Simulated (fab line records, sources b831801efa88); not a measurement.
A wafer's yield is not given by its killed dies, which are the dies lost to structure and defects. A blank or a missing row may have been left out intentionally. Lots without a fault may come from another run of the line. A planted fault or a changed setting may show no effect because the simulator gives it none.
A lot that was struck, set against a sound lot || flow sky130 || 18 out of 708 route steps
Sound: wafers L579.2, L579.3, L579.6. Struck: wafers L573.4, L573.5, L573.6. The cause comes at the end.
Per side, at each step with rows, come the tool, then ch with its chambers, and then its first start. Under that, the readings that differ: sound wafers || struck wafers || difference of the means || sigmas: that difference in standard deviations of wafers without a fault.
alike: words and numbers the same on both sides, and readings whose means are apart by under 2 such deviations; not compared: readings that were withheld, readings missing a value for some wafer, numbers with overlapping values and no deviation given by the record, and bounds like >300 which may hide the same value.
The two part at a step that has a row with sigmas, a row that says differs or no value, or rows on one side only. Numbers that have no deviation but don't overlap get no sigmas and don't part them. Lack of a reading on every wafer of one side parts them only where that side has two or more wafers.

SKY_POLY_GATE_ETCH_15: etches BARC in N2/H2, stops on SiO2, time 118.5 s, target depth 110 nm.
  sound on rie diel-02 ch 1,2,3, day 24 21:16; struck on rie diel-01 ch 1,2,3, day 22 19:52
  alike: drypump motor current A, oes product au, throttle valve pct
  not compared: rf hours counter h
SKY_POLY_GATE_ETCH_16: etches Si3N4 in CH3F/O2, stops on poly-Si, time 147.5 s, target depth 75 nm.
  sound on rie diel-02 ch 1,2,3, day 24 21:21; struck on rie diel-01 ch 1,2,3, day 22 19:57
  alike: drypump motor current A, oes product au, throttle valve pct
  not compared: rf hours counter h
SKY_POLY_GATE_ETCH_17: etches poly-Si in HBr/Cl2, stops on SiO2, target depth 180 nm, time 70.5 s.
  sound on rie si-01 ch 0,1,2, day 24 21:27; struck on rie si-01 ch 1,2,3, day 22 20:02
  alike: drypump motor current A, he backside leak sccm, oes product au, throttle valve pct
  not compared: rf hours counter h
SKY_POLY_GATE_STRIP_18: strips in O2/N2.
  sound on plasma asher-01 ch 1, day 24 21:31; struck on plasma asher-01 ch 0,1, day 22 20:05
  alike: drypump motor current A, oes product au, strip time to endpoint s
  not compared: rf hours counter h
then, 2 steps without rows for these wafers: SKY_POLY_GATE_CLEAN_19 (cleans in SC1/SC2, time 150 s); SKY_POLY_GATE_OXIDATION_20 (stabilise 600 s, purge 300 s, target thk 4 nm).
SKY_POLY_GATE_THK_MEAS_21:
  struck on film metro-04, day 22 21:29; sound on film metro-02, day 24 22:55
  alike: POLY_GATE_OXIDATION_THK
SKY_POLY_GATE_CD_MEAS_22:
  struck on cd sem-02, day 22 21:36; sound on cd sem-01, day 24 23:00
  alike: cd nm
then, 4 steps without rows for these wafers: SKY_LDD_N_DEHYDRATE_00 (time 60 s); SKY_LDD_N_HMDS_01 (prime time 60 s); SKY_LDD_N_COAT_02 (resist thk 300 nm); SKY_LDD_N_SOFTBAKE_03 (time 60 s).
SKY_LDD_N_EXPOSE_04: exposes mask NTM, target cd 840 nm.
  sound on iline stepper-02 ch 0, day 25 13:26; struck on iline stepper-01 ch 0, day 23 13:52
{"reading": "model.LDD_N.overlay x nm (nm)", "sound": "-1.431 -1.431 -1.431", "struck": "47.2 47.2 47.2", "difference": "+48.6", "sigmas": ""}
  alike: mask, reticle temp C
then, 2 steps without rows for these wafers: SKY_LDD_N_PEB_05; SKY_LDD_N_DEVELOP_06 (develop time 60 s).
SKY_LDD_N_OVL_MEAS_07:
  struck on overlay-02, day 24 04:16; sound on overlay-02, day 26 05:01
{"reading": "LDD_N_OVL (nm)", "sound": "-1.1 -3.7 -1.4", "struck": "48.0 47.5 48.2", "difference": "+50.0", "sigmas": "+38"}
then, 2 steps without rows for these wafers: SKY_LDD_N_IMPLANT_08; SKY_PAD_OPEN_PROBE_99.

WHERE THEY PART
Within this record, at SKY_LDD_N_OVL_MEAS_07 only.

WHY: the cause the simulator had injected
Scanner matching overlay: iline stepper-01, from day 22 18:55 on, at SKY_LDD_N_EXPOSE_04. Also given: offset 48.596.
